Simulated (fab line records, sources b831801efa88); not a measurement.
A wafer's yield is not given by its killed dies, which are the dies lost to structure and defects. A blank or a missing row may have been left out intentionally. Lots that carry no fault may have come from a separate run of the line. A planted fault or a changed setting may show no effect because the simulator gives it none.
Matching of chambers :: flow gf180mcu :: pecvd-01 running GF_V3_CVD_02: 3 sister chambers
The step deposits SiO2 from TEOS, target thk 850 nm, time 94.851 s. 16 wafers are shown with their chamber, then 8 later ones without.

WAFERS, EACH WITH ITS CHAMBER
wafer: L818.1
chamber: 0
heaterPowerOuterW (W): 277
heaterPowerW (W): 568

wafer: L818.2
chamber: 1
heaterPowerOuterW (W): 367
heaterPowerW (W): 680

wafer: L818.4
chamber: 1
heaterPowerOuterW (W): 404
heaterPowerW (W): 728

wafer: L819.2
chamber: 0
heaterPowerOuterW (W): 321
heaterPowerW (W): 596

wafer: L819.3
chamber: 2
heaterPowerOuterW (W): 416
heaterPowerW (W): 666

wafer: L819.4
chamber: 2
heaterPowerOuterW (W): 441
heaterPowerW (W): 725

wafer: L820.3
chamber: 1
heaterPowerOuterW (W): 408
heaterPowerW (W): 706

wafer: L820.4
chamber: 1
heaterPowerOuterW (W): 437
heaterPowerW (W): 753

wafer: L820.5
chamber: 0
heaterPowerOuterW (W): 314
heaterPowerW (W): 618

wafer: L821.1
chamber: 0
heaterPowerOuterW (W): 235
heaterPowerW (W): 492

wafer: L821.3
chamber: 2
heaterPowerOuterW (W): 410
heaterPowerW (W): 664

wafer: L821.6
chamber: 0
heaterPowerOuterW (W): 273
heaterPowerW (W): 539

wafer: L830.4
chamber: 1
heaterPowerOuterW (W): 314
heaterPowerW (W): 610

wafer: L830.5
chamber: 0
heaterPowerOuterW (W): 223
heaterPowerW (W): 480

wafer: L830.6
chamber: 2
heaterPowerOuterW (W): 448
heaterPowerW (W): 722

wafer: L833.1
chamber: 2
heaterPowerOuterW (W): 420
heaterPowerW (W): 679

SIGNATURES, as means of the wafers listed above
reading: heaterPowerOuterW
chamber 0: 273.83
chamber 1: 386.00
chamber 2: 427.00
scatter within a chamber: 37.2

reading: heaterPowerW
chamber 0: 548.83
chamber 1: 695.40
chamber 2: 691.20
scatter within a chamber: 48.9
Rule: for each reading, subtract the chamber's mean from the wafer's reading, divide by that reading's scatter and square the result; add these up over the readings and take the root, which gives the wafer's distance from the chamber. If the next closest chamber is less than 2 further off than the closest, the wafer can't be placed; otherwise it belongs to the closest. The scatter: the root of (the sum of the squares of (reading less its chamber's mean) over the shown wafers, divided by (wafers less chambers)).

WAFERS MISSING THEIR CHAMBER
wafer: L833.2
heaterPowerOuterW (W): 250
heaterPowerW (W): 528

wafer: L833.4
heaterPowerOuterW (W): 456
heaterPowerW (W): 718

wafer: L836.4
heaterPowerOuterW (W): 429
heaterPowerW (W): 679

wafer: L836.5
heaterPowerOuterW (W): 460
heaterPowerW (W): 731

wafer: L836.6
heaterPowerOuterW (W): 328
heaterPowerW (W): 614

wafer: L837.2
heaterPowerOuterW (W): 406
heaterPowerW (W): 669

wafer: L837.3
heaterPowerOuterW (W): 407
heaterPowerW (W): 757

wafer: L837.5
heaterPowerOuterW (W): 444
heaterPowerW (W): 706

EACH ONE'S CHAMBER
wafer: L833.2
from the rows above: 0
in truth: 0

wafer: L833.4
from the rows above: can't be placed: 2 or 1
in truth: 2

wafer: L836.4
from the rows above: can't be placed: 2 or 1
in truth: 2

wafer: L836.5
from the rows above: can't be placed: 2 or 1
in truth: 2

wafer: L836.6
from the rows above: can't be placed: 0 or 1 or 2
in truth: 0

wafer: L837.2
from the rows above: can't be placed: 2 or 1
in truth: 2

wafer: L837.3
from the rows above: can't be placed: 1 or 2
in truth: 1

wafer: L837.5
from the rows above: can't be placed: 2 or 1
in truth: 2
Correctly placed: 1 of 8. From these rows, 7 cannot be placed; in 7 the true chamber is one of the candidates. Placed wrongly: 0.
